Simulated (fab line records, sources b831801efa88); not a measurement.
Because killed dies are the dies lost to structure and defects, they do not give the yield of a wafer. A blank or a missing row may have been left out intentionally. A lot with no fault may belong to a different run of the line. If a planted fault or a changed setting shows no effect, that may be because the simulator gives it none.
fab line records ; flow sky130
[record] lots = 14; wafers = 42; lastDay = 51
route steps=708 shown GATE_OXIDE@189 RES_PROTECT@215 POLY_GATE@230 SD_P@330 RES_XHIGH@340
lots that met no fault: from a run of the same line without faults
startH: hours from the record's opening day to when the first of the lot's shown wafers began ; waitH: how many hours have passed since the lot's step before this one ; " as in the row above ; L1.1+2: several wafers, shown together as one row ; - value missing, or start not given ; * or withheld: withheld ; < > ~ a bound
route shown NAME@n: names a module that has steps shown in the file, with the first one's number in the route ; usual: the fault-free wafers' mean and standard deviation ; same: alike in all rows ; chamber/n: place in a boat ; sites: each site's reading ; _std_site: the standard deviation of these ; _edge_site: the outer-site mean with the inner-site mean subtracted ; radiusMm: how far each site lies from the wafer's centre ; mask NAME#n: copy n ; behind: the most recent tool/chamber to have shaped the wafer ; hold: why the lot went on hold/how many hours it stayed there/how the hold came to an end ; device: names the non-switching transistor (n, p or np) ; end of line: the route-end tests of the same wafers ; a step with no rows: only its recipe ; killed: at the first sort, the dies lost to defects and structure; wafer yield is something else ; map: per-die view of a wafer (x killed, . not killed, _ where there is no die)
set.NAME: the setting as run; set.NAME@STEP: as run at that earlier step ; model.NAME: the simulator's own value behind a step, which no gauge read
a sample of lots followed through the steps of the route, with each step as a table and each wafer as a row
services: the hour from which a tool's chamber was out of use, counted from the record's first day as startH (under 0 if before that day), plus the number of hours and why
[[steps]]
[step SKY_GATE_OXIDE_THK_MEAS_02]
[recipe] reads = SiO2_of_GATE_OXIDE_OXIDATION_01
[usual] GATE_OXIDE_OXIDATION_00_THK = 10.25/0.2
lot.wafer;tool;chamber;startH;waitH;GATE_OXIDE_OXIDATION_00_THK[nm]
L833.2;filmMetro-02;-;300.00;0.0;10.23
L833.5;filmMetro-02;-;300.00;0.0;10.34
L833.6;filmMetro-02;-;300.00;0.0;10.11
L834.1;filmMetro-02;-;309.32;0.0;10.64
L834.3;filmMetro-02;-;309.32;0.0;10.52
L834.5;filmMetro-02;-;309.32;0.0;10.53
L835.1;filmMetro-01;-;309.32;0.0;10.67
L835.5;filmMetro-01;-;309.32;0.0;10.32
L835.6;filmMetro-01;-;309.32;0.0;10.49
L836.3;filmMetro-01;-;318.06;0.0;10.46
L836.5;filmMetro-01;-;318.06;0.0;10.43
L836.6;filmMetro-01;-;318.06;0.0;10.52
L837.1;filmMetro-01;-;325.10;0.0;10.61
L837.4;filmMetro-01;-;325.10;0.0;10.40
L837.5;filmMetro-01;-;325.10;0.0;10.41
L838.1;filmMetro-04;-;332.69;0.0;10.06
L838.2;filmMetro-04;-;332.69;0.0;10.02
L838.3;filmMetro-04;-;332.69;0.0;10.12
L839.1;filmMetro-04;-;339.20;0.0;9.99
L839.3;filmMetro-04;-;339.20;0.0;9.91
L839.4;filmMetro-04;-;339.20;0.0;10.23
L840.1;filmMetro-02;-;353.19;0.0;10.63
L840.2;filmMetro-02;-;353.19;0.0;10.49
L840.3;filmMetro-02;-;353.19;0.0;10.51
L844.4;filmMetro-01;-;385.00;0.0;10.14
L844.5;filmMetro-01;-;385.00;0.0;10.08
L844.6;filmMetro-01;-;385.00;0.0;10.00
L845.3;filmMetro-02;-;390.32;0.0;10.27
L845.5;filmMetro-02;-;390.32;0.0;10.33
L845.6;filmMetro-02;-;390.32;0.0;10.35
L846.2;filmMetro-04;-;400.92;0.0;10.15
L846.3;filmMetro-04;-;400.92;0.0;10.11
L846.5;filmMetro-04;-;400.92;0.0;10.16
L848.1;filmMetro-02;-;415.94;0.0;9.88
L848.2;filmMetro-02;-;415.94;0.0;10.11
L848.4;filmMetro-02;-;415.94;0.0;10.25
L855.4;filmMetro-01;-;473.25;0.0;10.13
L855.5;filmMetro-01;-;473.25;0.0;10.25
L855.6;filmMetro-01;-;473.25;0.0;10.09
L856.1;filmMetro-01;-;481.45;0.0;10.17
L856.3;filmMetro-01;-;481.45;0.0;10.35
L856.5;filmMetro-01;-;481.45;0.0;10.20
[step SKY_RES_PROTECT_TW_MEAS_08]
[usual] POLY_GATE_TW = 4050/22
lot.wafer;tool;chamber;startH;waitH;POLY_GATE_TW
L833.2;filmMetro-04;-;357.82;0.1;3999
L833.5;filmMetro-04;-;357.82;0.1;4005
L833.6;filmMetro-04;-;357.82;0.1;4001
L835.1;filmMetro-01;-;366.64;0.1;4056
L835.5;filmMetro-01;-;366.64;0.1;4050
L835.6;filmMetro-01;-;366.64;0.1;4041
L834.1;filmMetro-01;-;367.46;0.1;4045
L834.3;filmMetro-01;-;367.46;0.1;4029
L834.5;filmMetro-01;-;367.46;0.1;4038
L836.3;filmMetro-01;-;376.21;0.1;4041
L836.5;filmMetro-01;-;376.21;0.1;4069
L836.6;filmMetro-01;-;376.21;0.1;4040
L837.1;filmMetro-03;-;385.59;0.1;4088
L837.4;filmMetro-03;-;385.59;0.1;4077
L837.5;filmMetro-03;-;385.59;0.1;4101
L838.1;filmMetro-03;-;391.81;0.1;4087
L838.2;filmMetro-03;-;391.81;0.1;4085
L838.3;filmMetro-03;-;391.81;0.1;4082
L839.1;filmMetro-04;-;398.01;0.1;4050
L839.3;filmMetro-04;-;398.01;0.1;4054
L839.4;filmMetro-04;-;398.01;0.1;4048
L840.1;filmMetro-04;-;415.26;0.1;4030
L840.2;filmMetro-04;-;415.26;0.1;4045
L840.3;filmMetro-04;-;415.26;0.1;4043
L844.4;filmMetro-01;-;448.89;0.1;4022
L844.5;filmMetro-01;-;448.89;0.1;4027
L844.6;filmMetro-01;-;448.89;0.1;4024
L845.3;filmMetro-04;-;457.56;0.1;4020
L845.5;filmMetro-04;-;457.56;0.1;4041
L845.6;filmMetro-04;-;457.56;0.1;4024
L846.2;filmMetro-03;-;467.40;0.1;4074
L846.3;filmMetro-03;-;467.40;0.1;4052
L846.5;filmMetro-03;-;467.40;0.1;4061
L848.1;filmMetro-04;-;480.71;0.1;4022
L848.2;filmMetro-04;-;480.71;0.1;4011
L848.4;filmMetro-04;-;480.71;0.1;4022
L855.4;filmMetro-01;-;539.37;0.1;4059
L855.5;filmMetro-01;-;539.37;0.1;4077
L855.6;filmMetro-01;-;539.37;0.1;4068
L856.1;filmMetro-03;-;545.94;0.1;4072
L856.3;filmMetro-03;-;545.94;0.1;4083
L856.5;filmMetro-03;-;545.94;0.1;4052
[step SKY_POLY_GATE_ETCH_16]
[recipe] stopOn = poly-Si; chemistry = CH3F/O2; target = Si3N4; sourceW = 400; biasW = 80; pressureMtorr = 25; ch3fFlowSccm = 40; O2_flow_sccm = 30; timeS = 147.5; targetDepthA = 750
[usual] chamberPressureMTorr = 25.002/0.026; drypumpMotorCurrentA = 6.0/0.67; oesProductAu = 0.640/0.0053; throttleValvePct = 10.536/0.0086
lot.wafer;tool;chamber;startH;waitH;chamberPressureMTorr;drypumpMotorCurrentA;oesProductAu;rfHoursCounterH;throttleValvePct
L833.2;rieDiel-04;2;388.53;0.0;24.987;6.5;0.630;6;10.538
L833.5;rieDiel-04;3;388.53;0.0;25.003;6.7;0.643;-;10.538
L833.6;rieDiel-04;0;388.53;0.0;24.991;4.9;0.642;-;10.531
L834.1;rieDiel-02;2;403.36;0.0;24.982;5.8;0.636;9;10.535
L834.3;rieDiel-02;0;403.36;0.0;24.997;6.5;0.644;15;10.544
L834.5;rieDiel-02;2;403.36;0.0;25.000;5.9;0.642;-;10.543
L835.1;rieDiel-04;3;403.53;0.0;25.032;6.7;0.639;77;10.540
L835.5;rieDiel-04;0;403.53;0.0;24.999;4.9;0.644;-;10.530
L835.6;rieDiel-04;3;403.53;0.0;24.995;6.6;0.643;-;10.543
L836.3;rieDiel-03;3;410.26;0.0;24.988;4.9;0.642;2;10.540
L836.5;rieDiel-03;3;410.26;0.0;24.982;5.0;0.637;-;10.539
L836.6;rieDiel-03;1;410.26;0.0;24.999;6.2;0.643;-;10.544
L837.1;rieDiel-02;3;417.63;0.0;24.959;5.4;0.643;1;10.544
L837.4;rieDiel-02;2;417.63;0.0;24.995;5.9;0.646;9;10.539
L837.5;rieDiel-02;1;417.63;0.0;24.975;5.4;0.641;-;10.539
L838.1;rieDiel-03;2;425.66;0.0;24.998;5.8;0.640;27;10.542
L838.2;rieDiel-03;0;425.66;0.0;25.006;6.7;0.644;0;10.535
L838.3;rieDiel-03;3;425.66;0.0;25.002;4.9;0.655;3;10.532
L839.1;rieDiel-04;0;431.54;0.0;24.989;4.9;0.635;81;10.532
L839.3;rieDiel-04;1;431.54;0.0;25.006;6.0;0.638;0;10.522
L839.4;rieDiel-04;3;431.54;0.0;25.045;6.7;0.641;78;10.539
L840.1;rieDiel-03;1;447.89;0.0;24.991;6.2;0.635;12;10.520
L840.2;rieDiel-03;2;447.89;0.0;25.065;5.9;0.646;27;10.532
L840.3;rieDiel-03;3;447.89;0.0;25.003;4.9;0.650;3;10.520
L844.4;rieDiel-04;2;481.51;0.0;24.999;6.5;0.623;8;10.534
L844.5;rieDiel-04;3;481.51;0.0;24.962;6.7;0.638;-;10.529
L844.6;rieDiel-04;0;481.51;0.0;24.971;4.9;0.643;-;10.526
L845.3;rieDiel-02;3;490.68;0.0;25.049;5.3;0.628;2;10.520
L845.5;rieDiel-02;2;490.68;0.0;25.057;5.8;0.643;-;10.542
L845.6;rieDiel-02;0;490.68;0.0;25.033;6.5;0.646;-;10.539
L846.2;rieDiel-03;2;500.31;0.0;25.003;5.9;0.637;28;10.535
L846.3;rieDiel-03;3;500.31;0.0;25.001;4.9;0.634;4;10.530
L846.5;rieDiel-03;3;500.31;0.0;25.005;4.9;0.646;-;10.546
L848.1;rieDiel-03;0;514.81;0.0;24.988;6.8;0.635;2;10.543
L848.2;rieDiel-03;3;514.81;0.0;25.025;4.9;0.644;4;10.549
L848.4;rieDiel-03;2;514.81;0.0;25.027;5.9;0.641;29;10.530
L855.4;rieDiel-03;2;571.69;0.0;24.973;5.9;0.633;-;10.542
L855.5;rieDiel-03;0;571.69;0.0;24.967;6.7;0.639;-;10.536
L855.6;rieDiel-03;1;571.69;0.0;25.008;6.2;0.636;-;10.543
L856.1;rieDiel-03;2;578.79;0.0;24.969;5.9;0.636;30;10.532
L856.3;rieDiel-03;0;578.79;0.0;24.981;6.7;0.634;3;10.537
L856.5;rieDiel-03;1;578.79;0.0;24.992;6.2;0.624;-;10.547
[step SKY_SD_P_STRIP_10]
[recipe] chemistry = O2/N2; powerW = 1400; pressureMtorr = 1500; platenTempC = withheld; o2FlowSccm = 3000; n2FlowSccm = 300; overashFraction = 0.5
[usual] chamberPressureMTorr = 1500.0/1.4; drypumpMotorCurrentA = 5.8/0.41; o2FlowSccm = 2998/9.9; oesProductAu = 0.617/0.0043; stripTimeToEndpointS = 17.52/0.041
lot.wafer;tool;chamber;startH;waitH;chamberPressureMTorr;drypumpMotorCurrentA;o2FlowSccm;oesProductAu;rfHoursCounterH;stripTimeToEndpointS
L833.2;plasmaAsher-02;1;609.72;0.1;1500.2;6.2;3017;0.614;49;17.52
L833.5;plasmaAsher-02;1;609.72;0.1;1500.5;6.1;3004;0.620;-;17.47
L833.6;plasmaAsher-02;0;609.72;0.1;1503.1;5.9;3002;0.613;-;17.51
L834.1;plasmaAsher-01;1;622.45;0.1;1498.0;5.1;2990;0.613;99;17.47
L834.3;plasmaAsher-01;1;622.45;0.1;1500.8;5.1;2995;0.618;-;17.45
L834.5;plasmaAsher-01;0;622.45;0.1;1498.5;6.0;3017;0.613;-;17.41
L835.1;plasmaAsher-04;0;624.87;0.1;1500.1;5.3;2984;0.619;71;17.54
L835.5;plasmaAsher-04;1;624.87;0.1;1502.0;6.1;2993;0.609;-;17.57
L835.6;plasmaAsher-04;0;624.87;0.1;1499.1;5.3;2983;0.616;-;17.54
L836.3;plasmaAsher-04;0;631.23;0.1;1499.4;5.3;2990;0.620;-;17.56
L836.5;plasmaAsher-04;1;631.23;0.1;1499.7;6.1;3011;0.624;-;17.54
L836.6;plasmaAsher-04;0;631.23;0.1;1502.0;5.2;2985;0.622;-;17.53
L837.1;plasmaAsher-04;0;640.52;0.1;1497.6;5.3;2992;0.609;73;17.53
L837.4;plasmaAsher-04;0;640.52;0.1;1499.8;5.2;2991;0.619;-;17.51
L837.5;plasmaAsher-04;0;640.52;0.1;1501.9;5.2;3005;0.617;-;17.47
L838.1;plasmaAsher-02;0;647.26;0.1;1501.2;6.0;2995;0.615;53;17.57
L838.2;plasmaAsher-02;1;647.26;0.1;1500.7;6.1;2997;0.616;53;17.59
L838.3;plasmaAsher-02;1;647.26;0.1;1499.8;6.1;2989;0.617;-;17.51
L839.1;plasmaAsher-01;0;651.47;0.1;1500.2;5.9;3018;0.627;101;17.59
L839.3;plasmaAsher-01;0;651.47;0.1;1499.0;6.0;2998;0.625;-;17.59
L839.4;plasmaAsher-01;1;651.47;0.1;1500.6;5.1;3021;0.620;-;17.53
L840.1;plasmaAsher-04;1;665.31;0.1;1500.6;6.1;2988;0.621;75;17.59
L840.2;plasmaAsher-04;0;665.31;0.1;1503.2;5.2;2990;0.617;75;17.57
L840.3;plasmaAsher-04;0;665.31;0.1;1499.8;5.3;3003;0.621;-;17.53
L844.4;plasmaAsher-01;1;698.74;0.1;1498.8;5.1;2998;0.614;-;17.47
L844.5;plasmaAsher-01;0;698.74;0.1;1498.2;6.0;3002;0.617;-;17.48
L844.6;plasmaAsher-01;1;698.74;0.1;1499.6;5.1;2997;0.619;-;17.47
L845.3;plasmaAsher-01;0;707.80;0.1;-;-;-;-;-;-
L845.5;plasmaAsher-01;1;707.80;0.1;-;-;-;-;-;-
L845.6;plasmaAsher-01;0;707.80;0.1;-;-;-;-;-;-
L846.2;plasmaAsher-02;1;717.97;0.1;-;-;-;-;-;-
L846.3;plasmaAsher-02;0;717.97;0.1;-;-;-;-;-;-
L846.5;plasmaAsher-02;0;717.97;0.1;-;-;-;-;-;-
L848.1;plasmaAsher-04;0;729.21;0.1;1499.8;5.2;3006;0.623;81;17.43
L848.2;plasmaAsher-04;1;729.21;0.1;1501.4;6.1;2992;0.607;81;17.50
L848.4;plasmaAsher-04;0;729.21;0.1;1501.9;5.3;3007;0.616;-;17.51
L855.4;plasmaAsher-04;0;778.74;0.1;1500.1;5.3;2991;0.614;-;17.48
L855.5;plasmaAsher-04;0;778.74;0.1;1499.6;5.3;3006;0.623;-;17.56
L855.6;plasmaAsher-04;1;778.74;0.1;1501.8;6.1;2995;0.626;-;17.47
L856.1;plasmaAsher-04;0;786.65;0.1;1498.6;5.3;2999;0.620;87;17.59
L856.3;plasmaAsher-04;1;786.65;0.1;1498.4;6.1;3003;0.611;-;17.55
L856.5;plasmaAsher-04;1;786.65;0.1;1500.1;6.1;3000;0.621;-;17.57
[step SKY_RES_XHIGH_STRIP_08]
[recipe] chemistry = O2/N2; powerW = 1400; pressureMtorr = 1500; platenTempC = withheld; o2FlowSccm = 3000; n2FlowSccm = 300; overashFraction = 0.5
[usual] chamberPressureMTorr = 1499.9/1.4; drypumpMotorCurrentA = 5.6/0.41; o2FlowSccm = 3002/8.8; oesProductAu = 0.711/0.0048; stripTimeToEndpointS = 14.28/0.04
lot.wafer;tool;chamber;startH;waitH;chamberPressureMTorr;drypumpMotorCurrentA;o2FlowSccm;oesProductAu;rfHoursCounterH;stripTimeToEndpointS
L833.2;plasmaAsher-04;1;640.19;0.1;1499.5;6.1;3000;0.708;73;14.29
L833.5;plasmaAsher-04;1;640.19;0.1;1497.9;6.1;2994;0.705;-;14.24
L833.6;plasmaAsher-04;0;640.19;0.1;1499.4;5.3;3000;0.711;-;14.26
L834.1;plasmaAsher-04;0;651.95;0.1;1500.2;5.3;3005;0.711;74;14.24
L834.3;plasmaAsher-04;1;651.95;0.1;1501.5;6.1;3003;0.706;-;14.28
L834.5;plasmaAsher-04;1;651.95;0.1;1500.8;6.1;3009;0.714;-;14.26
L835.1;plasmaAsher-03;1;654.10;0.1;1498.9;5.2;2992;0.712;26;14.30
L835.5;plasmaAsher-03;0;654.10;0.1;1500.3;5.5;2990;0.706;-;14.34
L835.6;plasmaAsher-03;1;654.10;0.1;1498.7;5.2;3009;0.710;-;14.32
L836.3;plasmaAsher-04;0;660.54;0.1;1499.9;5.3;3013;0.716;-;14.32
L836.5;plasmaAsher-04;1;660.54;0.1;1499.7;6.2;3010;0.712;-;14.32
L836.6;plasmaAsher-04;0;660.54;0.1;1500.3;5.2;3014;0.715;-;14.36
L837.1;plasmaAsher-03;1;669.99;0.1;1498.4;5.2;3018;0.716;27;14.19
L837.4;plasmaAsher-03;1;669.99;0.1;1498.4;5.2;3011;0.710;-;14.24
L837.5;plasmaAsher-03;0;669.99;0.1;1501.7;5.5;2990;0.715;-;14.18
L838.1;plasmaAsher-03;1;676.42;0.1;1500.7;5.2;2991;0.709;28;14.24
L838.2;plasmaAsher-03;0;676.42;0.1;1499.9;5.4;3011;0.717;28;14.25
L838.3;plasmaAsher-03;1;676.42;0.1;1501.9;5.2;3005;0.704;-;14.26
L839.1;plasmaAsher-04;0;680.60;0.1;1503.3;5.3;3001;0.713;77;14.22
L839.3;plasmaAsher-04;0;680.60;0.1;1498.8;5.3;3000;0.710;-;14.20
L839.4;plasmaAsher-04;1;680.60;0.1;1501.4;6.2;2985;0.704;-;14.21
L840.1;plasmaAsher-03;1;694.37;0.1;1499.1;5.2;3015;0.719;30;14.23
L840.2;plasmaAsher-03;0;694.37;0.1;1499.5;5.4;3005;0.725;30;14.22
L840.3;plasmaAsher-03;0;694.37;0.1;1500.6;5.4;3008;0.712;-;14.19
L844.4;plasmaAsher-01;0;727.39;0.1;1500.2;6.0;3004;0.711;-;14.29
L844.5;plasmaAsher-01;1;727.39;0.1;1499.0;5.1;3004;0.709;-;14.31
L844.6;plasmaAsher-01;0;727.39;0.1;1502.4;6.0;2993;0.713;-;14.28
L845.3;plasmaAsher-04;0;736.32;0.1;1495.5;5.3;3009;0.710;-;31.46
L845.5;plasmaAsher-04;0;736.32;0.1;1499.5;5.3;2994;0.724;-;31.38
L845.6;plasmaAsher-04;1;736.32;0.1;1503.1;6.1;2992;0.718;-;31.37
L846.2;plasmaAsher-04;1;745.75;0.1;1501.8;6.1;3000;0.712;83;31.37
L846.3;plasmaAsher-04;0;745.75;0.1;1500.4;5.2;3000;0.717;-;31.33
L846.5;plasmaAsher-04;0;745.75;0.1;1500.2;5.2;3002;0.717;-;31.36
L848.1;plasmaAsher-01;0;757.62;0.1;1500.9;5.9;3004;0.714;1;14.26
L848.2;plasmaAsher-01;1;757.62;0.1;1501.3;5.1;2995;0.712;1;14.27
L848.4;plasmaAsher-01;0;757.62;0.1;1499.3;6.0;3003;0.703;-;14.30
L855.4;plasmaAsher-04;1;806.14;0.1;1501.7;6.1;3006;0.702;-;14.30
L855.5;plasmaAsher-04;1;806.14;0.1;1501.6;6.1;2991;0.715;-;14.34
L855.6;plasmaAsher-04;0;806.14;0.1;1500.0;5.2;3014;0.716;-;14.30
L856.1;plasmaAsher-01;0;815.97;0.1;1500.3;6.0;2992;0.711;7;14.29
L856.3;plasmaAsher-01;0;815.97;0.1;1502.3;6.0;2995;0.714;-;14.34
L856.5;plasmaAsher-01;1;815.97;0.1;1500.0;5.2;2990;0.716;-;14.33
[step SKY_RES_XHIGH_TW_MEAS_09]
[usual] RES_XHIGH_TW = 1652/8.9
lot.wafer;tool;chamber;startH;waitH;RES_XHIGH_TW
L833.2;filmMetro-01;-;640.46;0.2;1662
L833.5;filmMetro-01;-;640.46;0.2;1645
L833.6;filmMetro-01;-;640.46;0.2;1661
L834.1;filmMetro-02;-;652.05;0.1;1648
L834.3;filmMetro-02;-;652.05;0.1;1651
L834.5;filmMetro-02;-;652.05;0.1;1655
L835.1;filmMetro-03;-;654.20;0.1;1654
L835.5;filmMetro-03;-;654.20;0.1;1645
L835.6;filmMetro-03;-;654.20;0.1;1641
L836.3;filmMetro-03;-;660.62;0.1;1636
L836.5;filmMetro-03;-;660.62;0.1;1644
L836.6;filmMetro-03;-;660.62;0.1;1641
L837.1;filmMetro-01;-;670.09;0.1;1647
L837.4;filmMetro-01;-;670.09;0.1;1645
L837.5;filmMetro-01;-;670.09;0.1;1647
L838.1;filmMetro-03;-;676.52;0.1;1647
L838.2;filmMetro-03;-;676.52;0.1;1651
L838.3;filmMetro-03;-;676.52;0.1;1655
L839.1;filmMetro-03;-;680.70;0.1;1660
L839.3;filmMetro-03;-;680.70;0.1;1664
L839.4;filmMetro-03;-;680.70;0.1;1652
L840.1;filmMetro-02;-;694.47;0.1;1665
L840.2;filmMetro-02;-;694.47;0.1;1663
L840.3;filmMetro-02;-;694.47;0.1;1661
L844.4;filmMetro-01;-;727.48;0.1;1649
L844.5;filmMetro-01;-;727.48;0.1;1651
L844.6;filmMetro-01;-;727.48;0.1;1655
L845.3;filmMetro-01;-;736.41;0.1;30
L845.5;filmMetro-01;-;736.41;0.1;30
L845.6;filmMetro-01;-;736.41;0.1;30
L846.2;filmMetro-01;-;745.86;0.1;30
L846.3;filmMetro-01;-;745.86;0.1;30
L846.5;filmMetro-01;-;745.86;0.1;30
L848.1;filmMetro-02;-;757.72;0.1;1664
L848.2;filmMetro-02;-;757.72;0.1;1664
L848.4;filmMetro-02;-;757.72;0.1;1667
L855.4;filmMetro-03;-;806.24;0.1;1653
L855.5;filmMetro-03;-;806.24;0.1;1654
L855.6;filmMetro-03;-;806.24;0.1;1655
L856.1;filmMetro-02;-;816.07;0.1;1663
L856.3;filmMetro-02;-;816.07;0.1;1671
L856.5;filmMetro-02;-;816.07;0.1;1669
[[services]]
tool;chamber;startH;hours;kind
rieDiel-04;0;371.29;2.4;repair
plasmaAsher-01;-;381.87;4.3;pm
plasmaAsher-03;-;386.45;11.9;repair
rieDiel-04;3;389.52;8.2;repair
plasmaAsher-03;-;391.56;7.6;repair
plasmaAsher-01;-;395.95;2.1;repair
plasmaAsher-03;-;421.25;9.0;pm
rieDiel-04;-;425.35;0.1;repair
plasmaAsher-04;-;432.84;2.8;repair
rieDiel-04;3;462.05;7.1;repair
rieDiel-04;0;483.50;29.8;repair
plasmaAsher-04;-;512.20;68.9;repair
rieDiel-03;3;560.81;14.3;repair
plasmaAsher-04;-;574.59;8.9;repair
plasmaAsher-01;-;595.06;5.6;repair
plasmaAsher-04;-;605.76;4.4;repair
plasmaAsher-01;-;640.30;2.8;pm
plasmaAsher-01;-;653.89;1.8;repair
rieDiel-03;1;712.71;6.8;repair
rieDiel-03;3;714.80;4.3;repair
plasmaAsher-04;-;718.77;0.6;repair
plasmaAsher-01;-;733.75;9.0;pm
rieDiel-03;-;750.94;2.8;pm
plasmaAsher-04;-;764.55;1.2;repair
[[key]]
[firstSign] step = SKY_SD_P_STRIP_10; reading = toolRecord; direction = missing
[effect] step = SKY_RES_XHIGH_STRIP_08; reading = stripTimeToEndpointS; direction = up; sigmas = 99+; usual = *; struck = *
[effect] step = SKY_RES_XHIGH_TW_MEAS_09; reading = RES_XHIGH_TW; direction = down; sigmas = 99+; usual = 1652; struck = 30
metAt SKY_SD_P_STRIP_10
struckLots L845,L846
sortLeftOut L845.3,L845.5,L845.6,L846.2,L846.3,L846.5
testerLeftOut L845,L846
notActingAt SKY_GATE_OXIDE_THK_MEAS_02,SKY_RES_PROTECT_TW_MEAS_08,SKY_POLY_GATE_ETCH_16
onsetBetween 698.74 707.80
[fault] kind = skippedStepWhole; tool = plasmaAsher-01,plasmaAsher-02; chamber = -; onsetH = 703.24; steps = SKY_SD_P_STRIP_10; scope = struckLotsOnly
// testerLeftOut: of these lots the tester's yield and bins aren't shown, on N5 and GAA mostly nor the transistor test; their killed dies are dies lost to structure and defects alone, not to doping, threshold or leakage, so they don't give the yield
// sortLeftOut: the simulated sort isn't trusted on such a fault, so these wafers' sort isn't shown, and their yield isn't known
